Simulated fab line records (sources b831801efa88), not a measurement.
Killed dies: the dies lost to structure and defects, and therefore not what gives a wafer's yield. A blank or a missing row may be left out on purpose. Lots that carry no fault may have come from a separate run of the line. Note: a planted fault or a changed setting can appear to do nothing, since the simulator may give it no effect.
The tool behind it: which one? ; flow sky130 ; 6 lots, 18 wafers sampled, at 2 steps of a route of 708

== WHAT THE GAUGES READ, wafer by wafer ==
SKY_METAL4_OVL_MEAS_14.
lot;measured;on;METAL4_OVL (nm)
L915;day 42 03:43;overlay-01;5 7 9
L922;day 44 12:47;overlay-01;3 5 4
L926;day 45 07:28;overlay-01;2 8 5
L930;day 46 11:07;overlay-02;1 4 5
L933;day 46 22:20;overlay-01;9 9 11
L935;day 47 09:15;overlay-02;0 -6 1

== WHICH TOOL RAN EACH LOT (tool, then ch and the chambers of the sampled wafers, then the start) ==
lot;SKY_CONTACT_CMP_04
L915;cmp-01 ch 0,1,3, day 30 22:22
L922;cmp-01 ch 1,2, day 33 17:01
L926;cmp-02 ch 0,1,2, day 34 16:47
L930;cmp-01 ch 0,3, day 36 04:35
L933;cmp-01 ch 0,1,2, day 36 16:23
L935;cmp-02 ch 1,3, day 37 08:59
- SKY_CONTACT_CMP_04: polishes SiO2.

== THE ANSWER, worked out from the rows above alone ==
Rule: usual is defined by the lots themselves. Put in order of their means at a reading, lots are off if they are a third of the lots or fewer, leave a main group of 4 or more, and stand apart from it by a gap of 3 or more times the standard deviation of the main group's means; of several such gaps the widest counts. If all means in a main group match to the digits the tables above print for the reading, that group is not used. A lot without any number at a reading at which 4 lots or more have one is off too. Any other lot the step has rows for is counted as sound.
No lot is off on any of the readings shown, so nothing can be concluded from this.

== WHAT HAD BEEN PUT IN BY THE SIMULATOR ==
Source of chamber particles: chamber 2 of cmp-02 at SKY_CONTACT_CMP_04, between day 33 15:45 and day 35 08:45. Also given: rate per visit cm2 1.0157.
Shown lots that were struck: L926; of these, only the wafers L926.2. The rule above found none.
